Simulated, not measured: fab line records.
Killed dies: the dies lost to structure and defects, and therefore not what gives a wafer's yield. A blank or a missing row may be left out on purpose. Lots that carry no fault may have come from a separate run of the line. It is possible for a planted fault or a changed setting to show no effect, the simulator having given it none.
Shared-tool check    flow sky130    Sampled: 14 lots, 42 wafers

REASON FOR OPENING
2 of 14 lots carry a flag on the reading LDD_P_TW at SKY_LDD_P_TW_MEAS_11. No-fault wafers: 635, standard deviation 4.
Rule: a lot is flagged in two cases, either no wafer of it has a number, or all its wafers with numbers fall more than 4 standard deviations from that mean. As for the other lots, they are considered sound.

lot   measured      on             LDD_P_TW, wafer by wafer  flag
L847  day 19 10:41  film metro-01  646 642 643               
L848  day 20 01:32  film metro-03  639 636 636               
L849  day 20 01:41  film metro-01  637 637 642               
L850  day 20 03:20  film metro-01  639 635 638               
L851  day 20 15:20  film metro-03  635 642 638               
L852  day 21 05:37  film metro-03  637 638 635               
L854  day 22 05:28  film metro-02  635 635 630               
L855  day 22 12:56  film metro-02  632 631 633               
L857  day 22 23:46  film metro-02  635 634 631               
L862  day 24 18:34  film metro-02  2569 2566 2557            FLAGGED
L863  day 24 23:24  film metro-01  2580 2588 2588            FLAGGED
L868  day 26 14:22  film metro-01  639 640 639               
L869  day 26 21:22  film metro-01  637 638 641               
L870  day 27 07:19  film metro-02  627 630 628               
On average the flagged lots read 2575, which is +1940 against the usual, or +99 or more standard deviations.

TOOL THAT RAN EACH LOT
2 process steps preceding the reading are held in the record, out of 708 steps in the route. Cell contents, in order: the tool; ch with the chambers the sampled wafers went through; the start.
lot   flag     SKY_FIELD_ISO_ETCH_14              SKY_LDD_N_COAT_02
L847           rie diel-04 ch 1,2,3, day 2 03:48  litho track-02 ch 0, day 17 12:44
L848           rie diel-02 ch 0,1,3, day 2 12:05  litho track-01 ch 0, day 18 01:47
L849           rie diel-02 ch 0,2,3, day 2 15:09  litho track-02 ch 0, day 18 01:53
L850           rie diel-02 ch 0,2,3, day 2 20:03  litho track-04 ch 0, day 18 04:20
L851           rie diel-02 ch 0,2,3, day 3 02:40  litho track-01 ch 0, day 18 16:16
L852           rie diel-02 ch 0,2,3, day 3 07:30  litho track-01 ch 0, day 19 05:01
L854           rie diel-02 ch 1,3, day 3 18:27    litho track-04 ch 0, day 20 05:48
L855           rie diel-01 ch 0,1,3, day 3 21:54  litho track-02 ch 0, day 20 12:44
L857           rie diel-04 ch 0,2,3, day 4 10:17  litho track-02 ch 0, day 21 00:50
L862  FLAGGED  rie diel-02 ch 0,2, day 5 10:18    litho track-02, day 22 19:08
L863  FLAGGED  rie diel-02 ch 2,3, day 5 15:53    litho track-02, day 23 00:29
L868           rie diel-02 ch 0,3, day 6 20:05    litho track-04 ch 0, day 24 17:33
L869           rie diel-02 ch 1,2,3, day 6 22:48  litho track-04 ch 0, day 25 00:05
L870           rie diel-02 ch 1,2,3, day 7 04:09  litho track-02 ch 0, day 25 10:07
What the steps here do:
- SKY_FIELD_ISO_ETCH_14: etches BARC in N2/H2, stops on SiO2, time 45.9 s, target depth 60 nm.
- SKY_LDD_N_COAT_02: resist thk 300 nm.
- SKY_LDD_P_TW_MEAS_11

FLAGGED OVER TOTAL, TOOL BY TOOL (the gauges that took the reading come last)
step                   tool            lots run  flagged  share of the flagged lots  sound lots run after its first flagged lot
SKY_FIELD_ISO_ETCH_14  rie diel-01     1         0        none                       -
SKY_FIELD_ISO_ETCH_14  rie diel-02     11        2        all                        3 (L868,L869,L870)
SKY_FIELD_ISO_ETCH_14  rie diel-04     2         0        none                       -
SKY_LDD_N_COAT_02      litho track-01  3         0        none                       -
SKY_LDD_N_COAT_02      litho track-02  7         2        all                        1 (L870)
SKY_LDD_N_COAT_02      litho track-04  4         0        none                       -
SKY_LDD_P_TW_MEAS_11   film metro-01   6         1        some                       2 (L868,L869)
SKY_LDD_P_TW_MEAS_11   film metro-02   5         1        some                       1 (L870)
SKY_LDD_P_TW_MEAS_11   film metro-03   3         0        none                       -

WHAT THE TABLE PERMITS
Every flagged lot went through 2 rows of the table: rie diel-02 at SKY_FIELD_ISO_ETCH_14 and litho track-02 at SKY_LDD_N_COAT_02.
- rie diel-02 at SKY_FIELD_ISO_ETCH_14: 2 of its 11 lots flagged. Sound lots ran on it after the first flagged one (L868, L869, L870), which a lasting fault on the whole tool wouldn't allow.
- litho track-02 at SKY_LDD_N_COAT_02: 2 of its 7 lots flagged. Sound lots ran on it after the first flagged one (L870), which a lasting fault on the whole tool wouldn't allow. On the flagged lots its readings are blank where sound lots have values: chill plate temp C, dispense pressure kPa.
Every row of the table either missed a flagged lot or ran a sound lot after the first.

WHAT HAD BEEN PUT IN BY THE SIMULATOR
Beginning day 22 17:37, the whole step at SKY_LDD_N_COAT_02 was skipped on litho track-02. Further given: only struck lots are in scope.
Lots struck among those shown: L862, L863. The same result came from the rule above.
